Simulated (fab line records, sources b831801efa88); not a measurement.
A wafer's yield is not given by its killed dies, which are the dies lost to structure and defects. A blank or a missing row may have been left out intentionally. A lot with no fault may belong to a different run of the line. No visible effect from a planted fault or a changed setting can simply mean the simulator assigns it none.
Which tool is to blame? || flow sky130 || 72 wafers from 24 lots sampled at 6 of the route's 708 steps

WHAT EACH GAUGE READ, for each wafer
SKY_VIA2_OVL_MEAS_13. Usual: VIA2_OVL gives 3 nm (standard deviation 6.6).
{"lot": "L074", "measured": "day 36 04:02", "on": "overlay-01", "VIA2_OVL (nm)": "-3 -11 -5", "flag": ""}
{"lot": "L077", "measured": "day 36 17:34", "on": "overlay-01", "VIA2_OVL (nm)": "0 1 6", "flag": ""}
{"lot": "L075", "measured": "day 36 19:14", "on": "overlay-02", "VIA2_OVL (nm)": "5 3 14", "flag": ""}
{"lot": "L076", "measured": "day 36 23:14", "on": "overlay-02", "VIA2_OVL (nm)": "3 -1 -3", "flag": ""}
{"lot": "L078", "measured": "day 37 04:10", "on": "overlay-01", "VIA2_OVL (nm)": "4 11 6", "flag": ""}
{"lot": "L079", "measured": "day 37 07:05", "on": "overlay-01", "VIA2_OVL (nm)": "13 -1 -2", "flag": ""}
{"lot": "L080", "measured": "day 38 01:07", "on": "overlay-02", "VIA2_OVL (nm)": "10 13 3", "flag": ""}
{"lot": "L081", "measured": "day 38 14:59", "on": "overlay-01", "VIA2_OVL (nm)": "-2 3 2", "flag": ""}
{"lot": "L082", "measured": "day 38 17:29", "on": "overlay-01", "VIA2_OVL (nm)": "6 4 3", "flag": ""}
{"lot": "L083", "measured": "day 39 00:11", "on": "overlay-01", "VIA2_OVL (nm)": "3 -4 6", "flag": ""}
{"lot": "L084", "measured": "day 39 12:32", "on": "overlay-01", "VIA2_OVL (nm)": "0 13 3", "flag": ""}
{"lot": "L085", "measured": "day 40 07:53", "on": "overlay-01", "VIA2_OVL (nm)": "-11 -3 -5", "flag": ""}
{"lot": "L086", "measured": "day 40 11:56", "on": "overlay-02", "VIA2_OVL (nm)": "0 14 14", "flag": ""}
{"lot": "L087", "measured": "day 40 12:43", "on": "overlay-01", "VIA2_OVL (nm)": "18 10 1", "flag": ""}
{"lot": "L088", "measured": "day 40 16:47", "on": "overlay-02", "VIA2_OVL (nm)": "3 -1 2", "flag": ""}
{"lot": "L089", "measured": "day 40 20:46", "on": "overlay-02", "VIA2_OVL (nm)": "8 7 -5", "flag": ""}
{"lot": "L090", "measured": "day 41 06:46", "on": "overlay-02", "VIA2_OVL (nm)": "-1 5 9", "flag": ""}
{"lot": "L091", "measured": "day 41 09:59", "on": "overlay-02", "VIA2_OVL (nm)": "-3 0 1", "flag": ""}
{"lot": "L092", "measured": "day 41 14:16", "on": "overlay-01", "VIA2_OVL (nm)": "-5 -6 -8", "flag": ""}
{"lot": "L093", "measured": "day 41 21:14", "on": "overlay-02", "VIA2_OVL (nm)": "4 8 3", "flag": ""}
{"lot": "L094", "measured": "day 42 13:13", "on": "overlay-01", "VIA2_OVL (nm)": "11 20 12", "flag": ""}
{"lot": "L095", "measured": "day 42 14:26", "on": "overlay-02", "VIA2_OVL (nm)": "-5 -2 4", "flag": ""}
{"lot": "L096", "measured": "day 42 20:41", "on": "overlay-02", "VIA2_OVL (nm)": "0 9 7", "flag": ""}
{"lot": "L097", "measured": "day 43 08:02", "on": "overlay-01", "VIA2_OVL (nm)": "4 9 8", "flag": ""}

SKY_CAPM_THK_MEAS_01. Usual: CAPM_CVD_00_THK gives 15.46 nm (standard deviation 0.29).
{"lot": "L074", "measured": "day 36 05:39", "on": "film-metro-01", "CAPM_CVD_00_THK (nm)": "15.38 15.49 15.70", "flag": ""}
{"lot": "L077", "measured": "day 36 19:09", "on": "film-metro-03", "CAPM_CVD_00_THK (nm)": "15.02 15.72 15.21", "flag": ""}
{"lot": "L075", "measured": "day 36 20:50", "on": "film-metro-01", "CAPM_CVD_00_THK (nm)": "15.52 15.61 15.75", "flag": ""}
{"lot": "L076", "measured": "day 37 00:51", "on": "film-metro-03", "CAPM_CVD_00_THK (nm)": "15.00 15.52 15.32", "flag": ""}
{"lot": "L078", "measured": "day 37 05:48", "on": "film-metro-03", "CAPM_CVD_00_THK (nm)": "15.40 15.39 15.79", "flag": ""}
{"lot": "L079", "measured": "day 37 08:46", "on": "film-metro-01", "CAPM_CVD_00_THK (nm)": "14.88 15.34 14.94", "flag": ""}
{"lot": "L080", "measured": "day 38 02:42", "on": "film-metro-03", "CAPM_CVD_00_THK (nm)": "14.96 15.38 15.28", "flag": ""}
{"lot": "L081", "measured": "day 38 16:34", "on": "film-metro-03", "CAPM_CVD_00_THK (nm)": "14.78 15.08 15.01", "flag": ""}
{"lot": "L082", "measured": "day 38 19:04", "on": "film-metro-03", "CAPM_CVD_00_THK (nm)": "15.24 15.34 15.38", "flag": ""}
{"lot": "L083", "measured": "day 39 02:02", "on": "film-metro-03", "CAPM_CVD_00_THK (nm)": "15.12 15.70 15.74", "flag": ""}
{"lot": "L084", "measured": "day 39 14:08", "on": "film-metro-03", "CAPM_CVD_00_THK (nm)": "15.39 15.31 15.68", "flag": ""}
{"lot": "L085", "measured": "day 40 09:30", "on": "film-metro-03", "CAPM_CVD_00_THK (nm)": "15.53 15.57 15.14", "flag": ""}
{"lot": "L086", "measured": "day 40 13:32", "on": "film-metro-01", "CAPM_CVD_00_THK (nm)": "15.76 15.63 16.02", "flag": ""}
{"lot": "L087", "measured": "day 40 14:24", "on": "film-metro-01", "CAPM_CVD_00_THK (nm)": "15.70 15.63 15.56", "flag": ""}
{"lot": "L088", "measured": "day 40 18:22", "on": "film-metro-02", "CAPM_CVD_00_THK (nm)": "15.35 15.62 15.68", "flag": ""}
{"lot": "L089", "measured": "day 40 22:22", "on": "film-metro-01", "CAPM_CVD_00_THK (nm)": "15.35 15.60 15.57", "flag": ""}
{"lot": "L090", "measured": "day 41 08:20", "on": "film-metro-03", "CAPM_CVD_00_THK (nm)": "15.28 15.24 15.62", "flag": ""}
{"lot": "L091", "measured": "day 41 11:34", "on": "film-metro-01", "CAPM_CVD_00_THK (nm)": "15.44 15.78 15.81", "flag": ""}
{"lot": "L092", "measured": "day 41 15:51", "on": "film-metro-01", "CAPM_CVD_00_THK (nm)": "15.64 15.69 15.95", "flag": ""}
{"lot": "L093", "measured": "day 41 22:49", "on": "film-metro-03", "CAPM_CVD_00_THK (nm)": "15.29 14.92 15.00", "flag": ""}
{"lot": "L094", "measured": "day 42 14:51", "on": "film-metro-02", "CAPM_CVD_00_THK (nm)": "15.80 15.65 15.79", "flag": ""}
{"lot": "L095", "measured": "day 42 16:04", "on": "film-metro-01", "CAPM_CVD_00_THK (nm)": "15.52 15.51 15.57", "flag": ""}
{"lot": "L096", "measured": "day 42 22:18", "on": "film-metro-02", "CAPM_CVD_00_THK (nm)": "15.37 15.39 15.70", "flag": ""}
{"lot": "L097", "measured": "day 43 09:38", "on": "film-metro-03", "CAPM_CVD_00_THK (nm)": "15.85 15.77 15.85", "flag": ""}

SKY_CAPM_OVL_MEAS_12. Usual: CAPM_OVL gives 0.6 nm (standard deviation 1.6).
{"lot": "L074", "measured": "day 37 08:13", "on": "overlay-01", "CAPM_OVL (nm)": "2.0 3.9 1.5", "flag": ""}
{"lot": "L077", "measured": "day 37 21:46", "on": "overlay-01", "CAPM_OVL (nm)": "0.3 1.2 2.1", "flag": ""}
{"lot": "L075", "measured": "day 37 23:31", "on": "overlay-01", "CAPM_OVL (nm)": "1.3 1.7 -2.3", "flag": ""}
{"lot": "L076", "measured": "day 38 03:53", "on": "overlay-02", "CAPM_OVL (nm)": "4.2 5.4 2.9", "flag": ""}
{"lot": "L078", "measured": "day 38 08:34", "on": "overlay-01", "CAPM_OVL (nm)": "-0.6 1.0 -0.4", "flag": ""}
{"lot": "L079", "measured": "day 38 11:57", "on": "overlay-01", "CAPM_OVL (nm)": "1.0 -1.5 1.3", "flag": ""}
{"lot": "L080", "measured": "day 39 04:48", "on": "overlay-02", "CAPM_OVL (nm)": "0.8 1.7 1.9", "flag": ""}
{"lot": "L081", "measured": "day 39 18:44", "on": "overlay-02", "CAPM_OVL (nm)": "0.0 1.5 1.7", "flag": ""}
{"lot": "L082", "measured": "day 39 21:23", "on": "overlay-01", "CAPM_OVL (nm)": "0.4 -0.5 1.0", "flag": ""}
{"lot": "L083", "measured": "day 40 03:52", "on": "overlay-01", "CAPM_OVL (nm)": "1.8 0.5 0.4", "flag": ""}
{"lot": "L084", "measured": "day 40 15:22", "on": "overlay-01", "CAPM_OVL (nm)": "-0.1 -1.2 -0.4", "flag": ""}
{"lot": "L085", "measured": "day 41 08:13", "on": "overlay-02", "CAPM_OVL (nm)": "0.9 0.4 2.3", "flag": ""}
{"lot": "L086", "measured": "day 41 12:52", "on": "overlay-02", "CAPM_OVL (nm)": "1.9 4.3 4.3", "flag": ""}
{"lot": "L087", "measured": "day 41 13:10", "on": "overlay-02", "CAPM_OVL (nm)": "-0.5 -0.1 2.1", "flag": ""}
{"lot": "L088", "measured": "day 41 17:37", "on": "overlay-01", "CAPM_OVL (nm)": "-2.1 -0.5 -1.0", "flag": ""}
{"lot": "L089", "measured": "day 41 22:07", "on": "overlay-01", "CAPM_OVL (nm)": "0.3 -0.7 -1.0", "flag": ""}
{"lot": "L090", "measured": "day 42 07:25", "on": "overlay-01", "CAPM_OVL (nm)": "4.5 0.0 1.4", "flag": ""}
{"lot": "L091", "measured": "day 42 10:47", "on": "overlay-01", "CAPM_OVL (nm)": "-0.9 0.4 -0.6", "flag": ""}
{"lot": "L092", "measured": "day 42 15:34", "on": "overlay-01", "CAPM_OVL (nm)": "2.7 1.0 1.4", "flag": ""}
{"lot": "L093", "measured": "day 42 22:19", "on": "overlay-01", "CAPM_OVL (nm)": "1.5 -2.2 -1.4", "flag": ""}
{"lot": "L094", "measured": "day 43 14:03", "on": "overlay-01", "CAPM_OVL (nm)": "-1.4 -1.5 -1.4", "flag": ""}
{"lot": "L095", "measured": "day 43 14:44", "on": "overlay-02", "CAPM_OVL (nm)": "2.1 1.5 2.1", "flag": ""}
{"lot": "L096", "measured": "day 43 21:22", "on": "overlay-02", "CAPM_OVL (nm)": "0.3 1.5 0.5", "flag": ""}
{"lot": "L097", "measured": "day 44 08:02", "on": "overlay-02", "CAPM_OVL (nm)": "0.7 0.8 1.1", "flag": ""}

SKY_VIA3_THK_MEAS_23: measures by xrf. Usual: VIA3_W_THK gives 392 nm (standard deviation 8.5).
{"lot": "L074", "measured": "day 39 17:17", "on": "film-metro-03", "VIA3_W_THK (nm)": "394 383 393", "flag": ""}
{"lot": "L077", "measured": "day 40 05:26", "on": "film-metro-03", "VIA3_W_THK (nm)": "376 382 378", "flag": ""}
{"lot": "L075", "measured": "day 40 06:25", "on": "film-metro-02", "VIA3_W_THK (nm)": "397 401 397", "flag": ""}
{"lot": "L076", "measured": "day 40 11:46", "on": "film-metro-03", "VIA3_W_THK (nm)": "389 392 385", "flag": ""}
{"lot": "L078", "measured": "day 40 16:05", "on": "film-metro-03", "VIA3_W_THK (nm)": "383 390 391", "flag": ""}
{"lot": "L079", "measured": "day 41 00:30", "on": "film-metro-04", "VIA3_W_THK (nm)": "389 392 393", "flag": ""}
{"lot": "L080", "measured": "day 41 08:57", "on": "film-metro-02", "VIA3_W_THK (nm)": "403 402 401", "flag": ""}
{"lot": "L081", "measured": "day 41 21:41", "on": "film-metro-02", "VIA3_W_THK (nm)": "403 402 398", "flag": ""}
{"lot": "L082", "measured": "day 42 00:53", "on": "film-metro-02", "VIA3_W_THK (nm)": "403 407 401", "flag": ""}
{"lot": "L083", "measured": "day 42 06:56", "on": "film-metro-03", "VIA3_W_THK (nm)": "385 381 381", "flag": ""}
{"lot": "L084", "measured": "day 42 18:39", "on": "film-metro-04", "VIA3_W_THK (nm)": "395 402 399", "flag": ""}
{"lot": "L085", "measured": "day 43 10:04", "on": "film-metro-02", "VIA3_W_THK (nm)": "392 388 393", "flag": ""}
{"lot": "L086", "measured": "day 43 14:51", "on": "film-metro-03", "VIA3_W_THK (nm)": "379 380 379", "flag": ""}
{"lot": "L087", "measured": "day 43 15:34", "on": "film-metro-02", "VIA3_W_THK (nm)": "398 400 397", "flag": ""}
{"lot": "L088", "measured": "day 43 20:28", "on": "film-metro-04", "VIA3_W_THK (nm)": "392 393 394", "flag": ""}
{"lot": "L089", "measured": "day 43 23:59", "on": "film-metro-03", "VIA3_W_THK (nm)": "374 385 381", "flag": ""}
{"lot": "L090", "measured": "day 44 07:57", "on": "film-metro-04", "VIA3_W_THK (nm)": "393 394 395", "flag": ""}
{"lot": "L091", "measured": "day 44 11:16", "on": "film-metro-04", "VIA3_W_THK (nm)": "390 390 387", "flag": ""}
{"lot": "L092", "measured": "day 44 16:13", "on": "film-metro-02", "VIA3_W_THK (nm)": "406 395 399", "flag": ""}
{"lot": "L093", "measured": "day 44 21:39", "on": "film-metro-04", "VIA3_W_THK (nm)": "400 397 391", "flag": ""}
{"lot": "L094", "measured": "day 45 12:52", "on": "film-metro-03", "VIA3_W_THK (nm)": "387 386 388", "flag": ""}
{"lot": "L095", "measured": "day 45 14:06", "on": "film-metro-04", "VIA3_W_THK (nm)": "393 393 393", "flag": ""}
{"lot": "L096", "measured": "day 45 19:50", "on": "film-metro-04", "VIA3_W_THK (nm)": "397 398 396", "flag": ""}
{"lot": "L097", "measured": "day 46 05:49", "on": "film-metro-03", "VIA3_W_THK (nm)": "376 382 374", "flag": ""}

WHICH TOOL RAN EACH LOT (tool, then ch and the chambers of the sampled wafers, then the start)
{"lot": "L074", "SKY_VIA2_CMP_24": "cmp-02 ch 1,2,3, day 36 05:10", "SKY_VIA3_STRIP_16": "plasma-asher-03 ch 0,1, day 39 16:17"}
{"lot": "L077", "SKY_VIA2_CMP_24": "cmp-01 ch 0,2, day 36 18:41", "SKY_VIA3_STRIP_16": "plasma-asher-02 ch 0,1, day 40 04:32"}
{"lot": "L075", "SKY_VIA2_CMP_24": "cmp-01 ch 1,2, day 36 20:25", "SKY_VIA3_STRIP_16": "plasma-asher-02 ch 0,1, day 40 05:31"}
{"lot": "L076", "SKY_VIA2_CMP_24": "cmp-02 ch 0,1, day 37 00:25", "SKY_VIA3_STRIP_16": "plasma-asher-02 ch 0,1, day 40 10:49"}
{"lot": "L078", "SKY_VIA2_CMP_24": "cmp-02 ch 0,1,3, day 37 05:25", "SKY_VIA3_STRIP_16": "plasma-asher-02 ch 0,1, day 40 15:11"}
{"lot": "L079", "SKY_VIA2_CMP_24": "cmp-01 ch 0,1,3, day 37 08:20", "SKY_VIA3_STRIP_16": "plasma-asher-03 ch 0,1, day 40 23:36"}
{"lot": "L080", "SKY_VIA2_CMP_24": "cmp-01 ch 1,2,3, day 38 02:14", "SKY_VIA3_STRIP_16": "plasma-asher-02 ch 0,1, day 41 08:03"}
{"lot": "L081", "SKY_VIA2_CMP_24": "cmp-01 ch 1,2,3, day 38 16:08", "SKY_VIA3_STRIP_16": "plasma-asher-02 ch 0,1, day 41 20:45"}
{"lot": "L082", "SKY_VIA2_CMP_24": "cmp-02 ch 0,1,3, day 38 18:41", "SKY_VIA3_STRIP_16": "plasma-asher-03 ch 0,1, day 41 23:59"}
{"lot": "L083", "SKY_VIA2_CMP_24": "cmp-02 ch 1,3, day 39 01:35", "SKY_VIA3_STRIP_16": "plasma-asher-02 ch 0,1, day 42 06:02"}
{"lot": "L084", "SKY_VIA2_CMP_24": "cmp-02 ch 0,1,2, day 39 13:46", "SKY_VIA3_STRIP_16": "plasma-asher-01 ch 0,1, day 42 17:43"}
{"lot": "L085", "SKY_VIA2_CMP_24": "cmp-01 ch 2,3, day 40 09:01", "SKY_VIA3_STRIP_16": "plasma-asher-01 ch 0,1, day 43 09:08"}
{"lot": "L086", "SKY_VIA2_CMP_24": "cmp-01 ch 0,1,2, day 40 13:04", "SKY_VIA3_STRIP_16": "plasma-asher-02 ch 0,1, day 43 13:57"}
{"lot": "L087", "SKY_VIA2_CMP_24": "cmp-01 ch 0,2,3, day 40 13:55", "SKY_VIA3_STRIP_16": "plasma-asher-03 ch 0,1, day 43 14:41"}
{"lot": "L088", "SKY_VIA2_CMP_24": "cmp-02 ch 1,2,3, day 40 17:56", "SKY_VIA3_STRIP_16": "plasma-asher-01 ch 0,1, day 43 19:35"}
{"lot": "L089", "SKY_VIA2_CMP_24": "cmp-01 ch 2,3, day 40 21:53", "SKY_VIA3_STRIP_16": "plasma-asher-02 ch 1, day 43 22:55"}
{"lot": "L090", "SKY_VIA2_CMP_24": "cmp-01 ch 1,2, day 41 07:52", "SKY_VIA3_STRIP_16": "plasma-asher-01 ch 0,1, day 44 07:03"}
{"lot": "L091", "SKY_VIA2_CMP_24": "cmp-02 ch 0,3, day 41 11:05", "SKY_VIA3_STRIP_16": "plasma-asher-01 ch 0,1, day 44 10:22"}
{"lot": "L092", "SKY_VIA2_CMP_24": "cmp-01 ch 0,2, day 41 15:26", "SKY_VIA3_STRIP_16": "plasma-asher-02 ch 0,1, day 44 15:19"}
{"lot": "L093", "SKY_VIA2_CMP_24": "cmp-02 ch 1,3, day 41 22:20", "SKY_VIA3_STRIP_16": "plasma-asher-01 ch 0,1, day 44 20:45"}
{"lot": "L094", "SKY_VIA2_CMP_24": "cmp-01 ch 2,3, day 42 14:23", "SKY_VIA3_STRIP_16": "plasma-asher-02 ch 0,1, day 45 11:58"}
{"lot": "L095", "SKY_VIA2_CMP_24": "cmp-02 ch 2,3, day 42 15:34", "SKY_VIA3_STRIP_16": "plasma-asher-01 ch 0,1, day 45 13:13"}
{"lot": "L096", "SKY_VIA2_CMP_24": "cmp-01 ch 1,2, day 42 21:48", "SKY_VIA3_STRIP_16": "plasma-asher-03 ch 0,1, day 45 18:56"}
{"lot": "L097", "SKY_VIA2_CMP_24": "cmp-02 ch 1,2,3, day 43 09:14", "SKY_VIA3_STRIP_16": "plasma-asher-02 ch 0,1, day 46 04:55"}
- SKY_VIA2_CMP_24: polishes, stops on SiO2, t overpolish 20 s, target thk 0 nm.
- SKY_VIA3_STRIP_16: strips in O2/N2.

WHAT THE TOOLS THEMSELVES READ (means of the sampled wafers that have a number; where no wafer has one, the mark that the record gives instead)
SKY_VIA2_CMP_24. Usual: edge-zone-pressure-frac 1.000, standard deviation 0.0054; motor-current-A 11.2 A, standard deviation 0.93; overpolish-run-s 20.000 s, standard deviation 0.01; time-to-endpoint-s 97 s, standard deviation 4.2.
{"lot": "L074", "tool": "cmp-02", "edge-zone-pressure-frac": 1.000, "motor-current-A (A)": 11.5, "overpolish-run-s (s)": 19.999, "time-to-endpoint-s (s)": 98, "flag": ""}
{"lot": "L077", "tool": "cmp-01", "edge-zone-pressure-frac": 1.005, "motor-current-A (A)": 10.7, "overpolish-run-s (s)": 19.993, "time-to-endpoint-s (s)": 103, "flag": ""}
{"lot": "L075", "tool": "cmp-01", "edge-zone-pressure-frac": 1.003, "motor-current-A (A)": 12.7, "overpolish-run-s (s)": 19.997, "time-to-endpoint-s (s)": 96, "flag": ""}
{"lot": "L076", "tool": "cmp-02", "edge-zone-pressure-frac": 1.002, "motor-current-A (A)": 11.7, "overpolish-run-s (s)": 20.000, "time-to-endpoint-s (s)": 100, "flag": ""}
{"lot": "L078", "tool": "cmp-02", "edge-zone-pressure-frac": 1.002, "motor-current-A (A)": 10.8, "overpolish-run-s (s)": 20.005, "time-to-endpoint-s (s)": 96, "flag": ""}
{"lot": "L079", "tool": "cmp-01", "edge-zone-pressure-frac": 1.001, "motor-current-A (A)": 11.1, "overpolish-run-s (s)": 19.991, "time-to-endpoint-s (s)": 97, "flag": ""}
{"lot": "L080", "tool": "cmp-01", "edge-zone-pressure-frac": 1.002, "motor-current-A (A)": 11.6, "overpolish-run-s (s)": 20.009, "time-to-endpoint-s (s)": 95, "flag": ""}
{"lot": "L081", "tool": "cmp-01", "edge-zone-pressure-frac": 1.000, "motor-current-A (A)": 11.9, "overpolish-run-s (s)": 19.997, "time-to-endpoint-s (s)": 99, "flag": ""}
{"lot": "L082", "tool": "cmp-02", "edge-zone-pressure-frac": 1.003, "motor-current-A (A)": 11.5, "overpolish-run-s (s)": 20.005, "time-to-endpoint-s (s)": 95, "flag": ""}
{"lot": "L083", "tool": "cmp-02", "edge-zone-pressure-frac": 1.002, "motor-current-A (A)": 11.3, "overpolish-run-s (s)": 19.995, "time-to-endpoint-s (s)": 93, "flag": ""}
{"lot": "L084", "tool": "cmp-02", "edge-zone-pressure-frac": 1.000, "motor-current-A (A)": 11.1, "overpolish-run-s (s)": 20.001, "time-to-endpoint-s (s)": 94, "flag": ""}
{"lot": "L085", "tool": "cmp-01", "edge-zone-pressure-frac": 1.001, "motor-current-A (A)": 11.8, "overpolish-run-s (s)": 19.996, "time-to-endpoint-s (s)": 97, "flag": ""}
{"lot": "L086", "tool": "cmp-01", "edge-zone-pressure-frac": 1.000, "motor-current-A (A)": 11.2, "overpolish-run-s (s)": 20.006, "time-to-endpoint-s (s)": 101, "flag": ""}
{"lot": "L087", "tool": "cmp-01", "edge-zone-pressure-frac": 0.999, "motor-current-A (A)": 10.8, "overpolish-run-s (s)": 20.001, "time-to-endpoint-s (s)": 95, "flag": ""}
{"lot": "L088", "tool": "cmp-02", "edge-zone-pressure-frac": 1.005, "motor-current-A (A)": 11.4, "overpolish-run-s (s)": 19.990, "time-to-endpoint-s (s)": 95, "flag": ""}
{"lot": "L089", "tool": "cmp-01", "edge-zone-pressure-frac": 1.001, "motor-current-A (A)": 12.1, "overpolish-run-s (s)": 19.995, "time-to-endpoint-s (s)": 98, "flag": ""}
{"lot": "L090", "tool": "cmp-01", "edge-zone-pressure-frac": 0.993, "motor-current-A (A)": 12.1, "overpolish-run-s (s)": 20.003, "time-to-endpoint-s (s)": 101, "flag": ""}
{"lot": "L091", "tool": "cmp-02", "edge-zone-pressure-frac": 1.000, "motor-current-A (A)": 11.4, "overpolish-run-s (s)": 19.998, "time-to-endpoint-s (s)": 96, "flag": ""}
{"lot": "L092", "tool": "cmp-01", "edge-zone-pressure-frac": 1.003, "motor-current-A (A)": 10.7, "overpolish-run-s (s)": 19.994, "time-to-endpoint-s (s)": 101, "flag": ""}
{"lot": "L093", "tool": "cmp-02", "edge-zone-pressure-frac": 0.992, "motor-current-A (A)": 12.0, "overpolish-run-s (s)": 20.000, "time-to-endpoint-s (s)": 99, "flag": ""}
{"lot": "L094", "tool": "cmp-01", "edge-zone-pressure-frac": 1.008, "motor-current-A (A)": 12.3, "overpolish-run-s (s)": 19.993, "time-to-endpoint-s (s)": 98, "flag": ""}
{"lot": "L095", "tool": "cmp-02", "edge-zone-pressure-frac": 1.001, "motor-current-A (A)": 11.4, "overpolish-run-s (s)": 20.011, "time-to-endpoint-s (s)": 95, "flag": ""}
{"lot": "L096", "tool": "cmp-01", "edge-zone-pressure-frac": 0.998, "motor-current-A (A)": 11.7, "overpolish-run-s (s)": 19.986, "time-to-endpoint-s (s)": 94, "flag": ""}
{"lot": "L097", "tool": "cmp-02", "edge-zone-pressure-frac": 1.003, "motor-current-A (A)": 11.2, "overpolish-run-s (s)": 20.013, "time-to-endpoint-s (s)": 98, "flag": ""}

SKY_VIA3_STRIP_16. Usual: drypump-motor-current-A 5.4 A, standard deviation 0.4; oes-product-au 0.402 a.u., standard deviation 0.005; strip-time-to-endpoint-s 4.13 s, standard deviation 0.033.
{"lot": "L074", "tool": "plasma-asher-03", "drypump-motor-current-A (A)": 5.5, "oes-product-au (a.u.)": 0.401, "strip-time-to-endpoint-s (s)": 4.11, "flag": ""}
{"lot": "L077", "tool": "plasma-asher-02", "drypump-motor-current-A (A)": 5.4, "oes-product-au (a.u.)": 0.404, "strip-time-to-endpoint-s (s)": 4.13, "flag": ""}
{"lot": "L075", "tool": "plasma-asher-02", "drypump-motor-current-A (A)": 5.3, "oes-product-au (a.u.)": 0.401, "strip-time-to-endpoint-s (s)": 4.12, "flag": ""}
{"lot": "L076", "tool": "plasma-asher-02", "drypump-motor-current-A (A)": 5.4, "oes-product-au (a.u.)": 0.398, "strip-time-to-endpoint-s (s)": 4.12, "flag": ""}
{"lot": "L078", "tool": "plasma-asher-02", "drypump-motor-current-A (A)": 5.3, "oes-product-au (a.u.)": 0.398, "strip-time-to-endpoint-s (s)": 4.16, "flag": ""}
{"lot": "L079", "tool": "plasma-asher-03", "drypump-motor-current-A (A)": 5.7, "oes-product-au (a.u.)": 0.404, "strip-time-to-endpoint-s (s)": 4.15, "flag": ""}
{"lot": "L080", "tool": "plasma-asher-02", "drypump-motor-current-A (A)": 5.3, "oes-product-au (a.u.)": 0.403, "strip-time-to-endpoint-s (s)": 4.17, "flag": ""}
{"lot": "L081", "tool": "plasma-asher-02", "drypump-motor-current-A (A)": 5.4, "oes-product-au (a.u.)": 0.403, "strip-time-to-endpoint-s (s)": 4.10, "flag": ""}
{"lot": "L082", "tool": "plasma-asher-03", "drypump-motor-current-A (A)": 5.7, "oes-product-au (a.u.)": 0.404, "strip-time-to-endpoint-s (s)": 4.15, "flag": ""}
{"lot": "L083", "tool": "plasma-asher-02", "drypump-motor-current-A (A)": 5.3, "oes-product-au (a.u.)": 0.397, "strip-time-to-endpoint-s (s)": 4.10, "flag": ""}
{"lot": "L084", "tool": "plasma-asher-01", "drypump-motor-current-A (A)": 5.3, "oes-product-au (a.u.)": 0.403, "strip-time-to-endpoint-s (s)": 4.15, "flag": ""}
{"lot": "L085", "tool": "plasma-asher-01", "drypump-motor-current-A (A)": 5.3, "oes-product-au (a.u.)": 0.402, "strip-time-to-endpoint-s (s)": 4.17, "flag": ""}
{"lot": "L086", "tool": "plasma-asher-02", "drypump-motor-current-A (A)": 5.3, "oes-product-au (a.u.)": 0.404, "strip-time-to-endpoint-s (s)": 4.10, "flag": ""}
{"lot": "L087", "tool": "plasma-asher-03", "drypump-motor-current-A (A)": 5.5, "oes-product-au (a.u.)": 0.404, "strip-time-to-endpoint-s (s)": 4.13, "flag": ""}
{"lot": "L088", "tool": "plasma-asher-01", "drypump-motor-current-A (A)": 5.3, "oes-product-au (a.u.)": 0.404, "strip-time-to-endpoint-s (s)": 4.16, "flag": ""}
{"lot": "L089", "tool": "plasma-asher-02", "drypump-motor-current-A (A)": 5.4, "oes-product-au (a.u.)": 0.400, "strip-time-to-endpoint-s (s)": 4.13, "flag": ""}
{"lot": "L090", "tool": "plasma-asher-01", "drypump-motor-current-A (A)": 5.3, "oes-product-au (a.u.)": 0.404, "strip-time-to-endpoint-s (s)": 4.13, "flag": ""}
{"lot": "L091", "tool": "plasma-asher-01", "drypump-motor-current-A (A)": 5.3, "oes-product-au (a.u.)": 0.400, "strip-time-to-endpoint-s (s)": 4.09, "flag": ""}
{"lot": "L092", "tool": "plasma-asher-02", "drypump-motor-current-A (A)": 5.4, "oes-product-au (a.u.)": 0.403, "strip-time-to-endpoint-s (s)": 4.15, "flag": ""}
{"lot": "L093", "tool": "plasma-asher-01", "drypump-motor-current-A (A)": 5.3, "oes-product-au (a.u.)": 0.398, "strip-time-to-endpoint-s (s)": 4.11, "flag": ""}
{"lot": "L094", "tool": "plasma-asher-02", "drypump-motor-current-A (A)": 5.4, "oes-product-au (a.u.)": 0.398, "strip-time-to-endpoint-s (s)": 4.13, "flag": ""}
{"lot": "L095", "tool": "plasma-asher-01", "drypump-motor-current-A (A)": 5.3, "oes-product-au (a.u.)": 0.402, "strip-time-to-endpoint-s (s)": 4.14, "flag": ""}
{"lot": "L096", "tool": "plasma-asher-03", "drypump-motor-current-A (A)": 5.6, "oes-product-au (a.u.)": 0.404, "strip-time-to-endpoint-s (s)": 4.13, "flag": ""}
{"lot": "L097", "tool": "plasma-asher-02", "drypump-motor-current-A (A)": 5.3, "oes-product-au (a.u.)": 0.402, "strip-time-to-endpoint-s (s)": 4.11, "flag": ""}

THE ANSWER, worked out from the rows above alone
Rule: lot off if the mean of its wafers having a number is beyond 3 standard deviations from the usual mean. A lot without any number at a reading at which 4 lots or more have one is off too. Where the step has rows for the other lots, those lots are counted as sound. Order of review: gauges by route order, followed by the tools' own readings, for which a lot's mean as printed above is used. At the first step where some lot is off, the reading lying furthest off is the one used; lots without a number count as furthest.
No lot is off on any of the readings shown, so nothing can be concluded from this.

WHAT WAS PUT IN BY THE SIMULATOR
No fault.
